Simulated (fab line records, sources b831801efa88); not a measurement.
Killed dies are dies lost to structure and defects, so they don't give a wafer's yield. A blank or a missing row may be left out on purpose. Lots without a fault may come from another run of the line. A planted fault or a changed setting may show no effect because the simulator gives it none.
Chamber matching | flow sky130 | SKY_POLY_CUT_ETCH_10 on rie_diel-01: 4 sister chambers
The step etches BARC in N2/H2, stops on SiO2, time 45.9 s, target depth 60 nm. 14 wafers are shown with their chamber, then 7 later ones without.

WAFERS WITH THEIR CHAMBER
wafer  | chamber | drypump_motor_current_A (A) | oes_product_au (a.u.) | rf_fwd_power_W (W)
L423.2 | 0       | 6.0                         | 0.848                 | 490.1
L423.3 | 1       | 6.8                         | 0.847                 | 493.8
L423.4 | 2       | 6.5                         | 0.864                 | 494.4
L425.1 | 0       | 5.9                         | 0.858                 | 494.5
L425.3 | 1       | 6.7                         | 0.854                 | 495.2
L425.5 | 1       | 6.7                         | 0.855                 | 492.3
L427.1 | 0       | 5.9                         | 0.859                 | 495.7
L427.2 | 1       | 6.7                         | 0.853                 | 493.1
L427.6 | 3       | 5.4                         | 0.850                 | 497.5
L432.3 | 2       | 6.5                         | 0.858                 | 495.7
L432.4 | 0       | 6.0                         | 0.856                 | 494.2
L432.5 | 2       | 6.5                         | 0.862                 | 498.3
L435.1 | 0       | 5.9                         | 0.850                 | 491.4
L435.3 | 1       | 6.7                         | 0.853                 | 493.6

SIGNATURES (means of the wafers above)
reading                 | chamber 0 | chamber 1 | chamber 2 | chamber 3 | scatter within a chamber
drypump_motor_current_A | 5.940     | 6.720     | 6.500     | 5.400     | 0.0447
oes_product_au          | 0.85420   | 0.85240   | 0.86133   | 0.85000   | 0.00393
rf_fwd_power_W          | 493.180   | 493.600   | 496.133   | 497.500   | 1.85
Rule: a wafer's distance from a chamber is the root of the sum, over the readings, of the square of ((its reading less the chamber's mean) divided by the reading's scatter). The wafer belongs to the nearest chamber; if the next one is less than 2 further off, it can't be placed. The scatter: the root of (the sum of the squares of (reading less its chamber's mean) over the shown wafers, divided by (wafers less chambers)).

WAFERS WITHOUT THEIR CHAMBER
wafer  | drypump_motor_current_A (A) | oes_product_au (a.u.) | rf_fwd_power_W (W)
L435.6 | 5.5                         | 0.850                 | 496.2
L444.1 | 6.0                         | 0.854                 | 493.6
L444.4 | 6.5                         | 0.860                 | 495.1
L444.6 | 5.4                         | 0.855                 | 496.5
L446.2 | 6.4                         | 0.851                 | 494.3
L446.4 | 5.9                         | 0.862                 | 495.2
L446.5 | 6.7                         | 0.855                 | 492.5

WHICH CHAMBER EACH WENT THROUGH
wafer  | from the rows above | in truth
L435.6 | 3                   | 3
L444.1 | 0                   | 0
L444.4 | 2                   | 2
L444.6 | 3                   | 3
L446.2 | 2                   | 2
L446.4 | 0                   | 0
L446.5 | 1                   | 1
Placed correctly: 7 of 7. Can't be placed from these rows: 0. Placed wrongly: 0.
